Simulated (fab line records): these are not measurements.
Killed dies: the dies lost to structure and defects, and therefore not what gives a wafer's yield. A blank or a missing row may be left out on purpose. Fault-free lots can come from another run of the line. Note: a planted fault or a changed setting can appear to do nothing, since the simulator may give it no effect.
Struck lot and sound lot, side by side	flow gf180mcu	16 steps out of a route of 602
Sound: wafers L164.1, L164.5, L164.6. Struck: wafer L173.2; the same lot's L173.4 was not struck, so it is left out; see the end for the cause.
At each step with rows: each side's tool, then ch and its chambers, then its first start. Under that, the readings that differ: sound wafers	struck wafers	difference of the means	sigmas: that difference in standard deviations of wafers without a fault.
alike: a reading whose means differ by less than 2 such deviations, as well as words and numbers matching on both sides. not compared: withheld readings; readings where some wafer has no value; bounds like >300 that might hide an equal value; numbers whose values overlap and for which the record gives no deviation.
A row with sigmas, a row that says differs or no value, or rows on one side alone: a step with any of these is where the two part. When numbers do not overlap yet have no deviation, they are printed without sigmas and do not part them. A reading that every wafer of one side lacks parts them only if that side has two wafers or more.

GF_SAB_STRIP_13: strips in O2/N2.
  sound on plasmaAsher-02 ch 0,1, day 16 16:07; struck on plasmaAsher-02 ch 0, day 20 02:49
  alike: drypumpMotorCurrentA, heaterPowerW, oesProductAu, stripTimeToEndpointS
  not compared: rfHoursCounterH
then, 2 steps without rows for these wafers: GF_SALICIDE_CLEAN_00 (cleans in SC1/SC2, time 150 s); GF_SALICIDE_WET_ETCH_01 (etches SiO2 in dHF, target depth 5 nm, time 100 s).
GF_SALICIDE_SPUTTER_02: material Co, target thk 10 nm, time 20 s.
  struck on pvdSputter-04, day 20 02:59; sound on pvdSputter-02, day 16 16:19
  alike: throttleValvePct
GF_SALICIDE_SPUTTER_03: material TiN, target thk 20 nm, time 16.7 s.
  struck on pvdSputter-04, day 20 03:01; sound on pvdSputter-02, day 16 16:20
  alike: throttleValvePct
GF_SALICIDE_RS_MEAS_04: the measuring method here is four-point-probe.
  struck on filmMetro-03, day 20 03:04; sound on filmMetro-02, day 16 16:22
reading	sound	struck	difference	sigmas
SALICIDE_TIN_RS (ohm/sq)	15.8 16.0 15.8	16.7	+0.8	+2
GF_SALICIDE_THK_MEAS_05: measures by xrf.
  struck on filmMetro-03, day 20 03:11; sound on filmMetro-02, day 16 16:29
  alike: SALICIDE_TIN_THK
GF_SALICIDE_RTA_06: time 30 s.
  sound on rtpAnneal-01 ch 0, day 16 16:33; struck on rtpAnneal-02 ch 0, day 20 03:16
reading	sound	struck	difference	sigmas
annealTempCMax	533.6 532.9 533.5	531.8	-1.5	-3
lampPowerPct (%)	5.9 5.9 5.9	7.8	+1.9	+2
wafer_temp_C_max	532.0 531.0 531.6	533.6	+2.1	+3
then, 1 step without rows for these wafers: GF_SALICIDE_WET_ETCH_07 (etches the open film in SPM, target depth 120 nm).
GF_SALICIDE_RTA_08: time 30 s.
  sound on rtpAnneal-02 ch 0, day 16 16:44; struck on rtpAnneal-02 ch 0, day 20 03:33
  alike: annealTempCMax, lampPowerPct, wafer_temp_C_max
then, 1 step without rows for these wafers: GF_CONTACT_CVD_00 (deposits SiO2, target thk 300 nm, time 50 s).
GF_CONTACT_THK_MEAS_01:
  struck on filmMetro-03, day 20 03:46; sound on filmMetro-03, day 16 16:53
  alike: CONTACT_CVD_00_THK
GF_CONTACT_CVD_02: deposits SiO2 from TEOS, target thk 860 nm, time 95.992 s.
  sound on pecvd-02 ch 1,2, day 16 16:56; struck on pecvd-04 ch 2, day 20 03:49
reading	sound	struck	difference	sigmas
heaterPowerW (W)	786 698 651	477	-235	-2
model.SiO2_of_CONTACT_CVD_02.thkNm (nm)	844.7 850.8 852.9	642.3	-207.2	
  not compared: sinceWetCleanH
GF_CONTACT_THK_MEAS_03:
  struck on filmMetro-01, day 20 03:54; sound on filmMetro-01, day 16 17:01
reading	sound	struck	difference	sigmas
CONTACT_CVD_02_THK (nm)	845 851 853	642	-208	-16
GF_CONTACT_CMP_04: polishes SiO2.
  sound on cmp-01 ch 0,3, day 16 17:04; struck on cmp-01 ch 2, day 20 04:02
reading	sound	struck	difference	sigmas
timeToEndpointS (s)	99 105 102	24	-78	-12
  alike: motorCurrentA
GF_CONTACT_BOW_MEAS_05:
  struck on filmMetro-03, day 20 04:19; sound on filmMetro-02, day 16 17:22
reading	sound	struck	difference	sigmas
CONTACT_BOW (um)	62 63 72	79	+13	+2

## WHERE THEY PART
Last at GF_CONTACT_BOW_MEAS_05 as far as this record goes, first at GF_SALICIDE_RS_MEAS_04.

WHY: what had been put in by the simulator
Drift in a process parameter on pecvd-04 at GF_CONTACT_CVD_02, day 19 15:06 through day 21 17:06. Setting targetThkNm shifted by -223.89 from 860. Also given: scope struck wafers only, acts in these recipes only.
